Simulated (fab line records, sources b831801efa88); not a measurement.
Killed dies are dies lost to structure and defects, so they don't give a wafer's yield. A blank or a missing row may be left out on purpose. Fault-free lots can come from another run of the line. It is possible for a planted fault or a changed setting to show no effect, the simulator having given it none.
Chamber matching / flow gf180mcu / rie_diel-03 running GF_POLY_GATE_ETCH_12: 4 sister chambers
The step etches BARC in N2/H2. 7 wafers are shown with their chamber, then 6 later ones without.

## WAFERS, EACH WITH ITS CHAMBER
wafer=L202.3; chamber=2; oes_product_au (a.u.)=0.733; throttle_valve_pct (%)=13.214
wafer=L209.4; chamber=3; oes_product_au (a.u.)=0.743; throttle_valve_pct (%)=13.226
wafer=L214.3; chamber=2; oes_product_au (a.u.)=0.727; throttle_valve_pct (%)=13.194
wafer=L214.6; chamber=0; oes_product_au (a.u.)=0.743; throttle_valve_pct (%)=13.212
wafer=L217.3; chamber=0; oes_product_au (a.u.)=0.731; throttle_valve_pct (%)=13.212
wafer=L217.4; chamber=1; oes_product_au (a.u.)=0.734; throttle_valve_pct (%)=13.220
wafer=L217.6; chamber=1; oes_product_au (a.u.)=0.738; throttle_valve_pct (%)=13.205

## WAFERS WITH NO CHAMBER GIVEN
wafer=L218.2; oes_product_au (a.u.)=0.729; throttle_valve_pct (%)=13.206
wafer=L218.3; oes_product_au (a.u.)=0.741; throttle_valve_pct (%)=13.215
wafer=L218.5; oes_product_au (a.u.)=0.738; throttle_valve_pct (%)=13.217
wafer=L220.1; oes_product_au (a.u.)=0.744; throttle_valve_pct (%)=13.196
wafer=L220.2; oes_product_au (a.u.)=0.737; throttle_valve_pct (%)=13.202
wafer=L220.5; oes_product_au (a.u.)=0.730; throttle_valve_pct (%)=13.214

## CHAMBER TAKEN BY EACH
wafer=L218.2; from the rows above=can't be placed: 2 or 1 or 0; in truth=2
wafer=L218.3; from the rows above=can't be placed: 0 or 1 or 3 or 2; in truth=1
wafer=L218.5; from the rows above=can't be placed: 0 or 1 or 3 or 2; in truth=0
wafer=L220.1; from the rows above=can't be placed: 0 or 1 or 2 or 3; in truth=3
wafer=L220.2; from the rows above=can't be placed: 0 or 1 or 2 or 3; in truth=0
wafer=L220.5; from the rows above=can't be placed: 2 or 1 or 0 or 3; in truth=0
Placed correctly: 0 of 6. Cannot be placed on the basis of these rows: 6; the candidates contain the true chamber in 6. Wrongly placed: 0.
How it was worked out, from the rows above alone: a wafer's distance from a chamber is the root of the sum, over the readings, of the square of ((its reading less the chamber's mean) divided by the reading's scatter). If the next closest chamber is less than 2 further off than the closest, the wafer can't be placed; otherwise it belongs to the closest. A chamber's mean is the mean of its shown wafers. The scatter: the root of (the sum of the squares of (reading less its chamber's mean) over the shown wafers, divided by (wafers less chambers)).
